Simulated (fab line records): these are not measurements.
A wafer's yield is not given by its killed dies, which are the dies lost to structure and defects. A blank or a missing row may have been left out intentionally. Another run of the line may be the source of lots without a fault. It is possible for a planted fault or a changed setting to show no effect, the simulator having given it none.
Struck lot and sound lot, side by side :: flow sky130 :: 15 steps out of a route of 708
Sound: the wafers L276.1, L276.2, L276.4. The struck wafers were L289.1, L289.3, L289.5. Last of all comes the cause.
For every step that has rows: the tool of each side, followed by ch and its chambers, followed by its first start. Under that, the readings that differ: sound wafers :: struck wafers :: difference of the means :: sigmas: that difference in standard deviations of wafers without a fault.
alike: readings with means less than 2 such deviations apart, plus words and numbers identical on both sides. not compared: withheld readings, readings lacking a value on some wafer, bounds such as >300 that could conceal the same value, and numbers that have no deviation in the record and whose values overlap.
A row with sigmas, a row that says differs or no value, or rows on one side alone: a step with any of these is where the two part. Numbers that have no deviation but don't overlap get no sigmas and don't part them. A reading missing from all wafers of one side parts the sides only when that side holds two or more wafers.

first, 4 steps without rows for these wafers: SKY_LDD_P_SOFTBAKE_03 (time 60 s); SKY_LDD_P_EXPOSE_04 (exposes mask PSDM, target cd 380 nm); SKY_LDD_P_PEB_05; SKY_LDD_P_DEVELOP_06 (develop time 62.21 s).
SKY_LDD_P_CD_MEAS_07: target cd 380 nm.
  sound: cdSem-02 at day 20 07:22; struck: cdSem-02 at day 24 18:35
reading: cdNm (nm)
sound: 374.8 378.0 378.1
struck: 380.7 383.3 380.3
difference: +4.5
sigmas: +2
SKY_LDD_P_OVL_MEAS_08:
  sound: overlay-01 at day 20 07:29; struck: overlay-01 at day 24 18:43
  alike: LDD_P_OVL
then, 1 step without rows for these wafers: SKY_LDD_P_IMPLANT_09.
SKY_LDD_P_STRIP_10: strips in O2/N2.
  sound on plasmaAsher-04 ch 0,1, day 20 07:40; struck on plasmaAsher-01 ch 0, day 24 18:54
reading: stripTimeToEndpointS (s)
sound: 14.27 14.23 14.23
struck: 14.13 14.17 14.15
difference: -0.09
sigmas: -3
  alike: drypumpMotorCurrentA, oesProductAu
  not compared: rfHoursCounterH
SKY_LDD_P_TW_MEAS_11:
  sound: filmMetro-02 at day 20 07:46; struck: filmMetro-03 at day 24 19:00
reading: LDD_P_TW
sound: 650 648 653
struck: 632 632 627
difference: -20
sigmas: -2
then, 3 steps without rows for these wafers: SKY_LDD_HVN_DEHYDRATE_00 (time 60 s); SKY_LDD_HVN_HMDS_01 (prime time 60 s); SKY_LDD_HVN_COAT_02 (resist thk 300 nm).
SKY_LDD_HVN_SOFTBAKE_03: time 60 s.
  sound on lithoTrack-03 ch 0, day 21 00:13; struck on lithoTrack-04 ch 0, day 25 10:04
reading: heaterPowerTotalW (W)
sound: 56.55 56.63 56.64
struck: 56.12 56.04 56.04
difference: -0.54
sigmas: -13

reading: plateTempC (C)
sound: 90.23 90.23 90.22
struck: 89.46 89.55 89.29
difference: -0.79
sigmas: -6
  alike: chillPlateTempC
then, 1 step without rows for these wafers: SKY_LDD_HVN_EXPOSE_04 (exposes mask HVNTM, target cd 700 nm).
-- here the record skips 25 days between the struck wafers' starts before and after, leaving off in module LDD_HVN and picking up in module PAD_OPEN (first step shown: number 708 of the route) --
SKY_PAD_OPEN_PROBE_99:
  rows exist in the record for the struck wafers here (prober-01, day 50 06:45), but not for the sound ones

WHERE THEY PART
Last at SKY_PAD_OPEN_PROBE_99 as far as this record goes, first at SKY_LDD_P_CD_MEAS_07.

WHY: whatever the simulator had introduced
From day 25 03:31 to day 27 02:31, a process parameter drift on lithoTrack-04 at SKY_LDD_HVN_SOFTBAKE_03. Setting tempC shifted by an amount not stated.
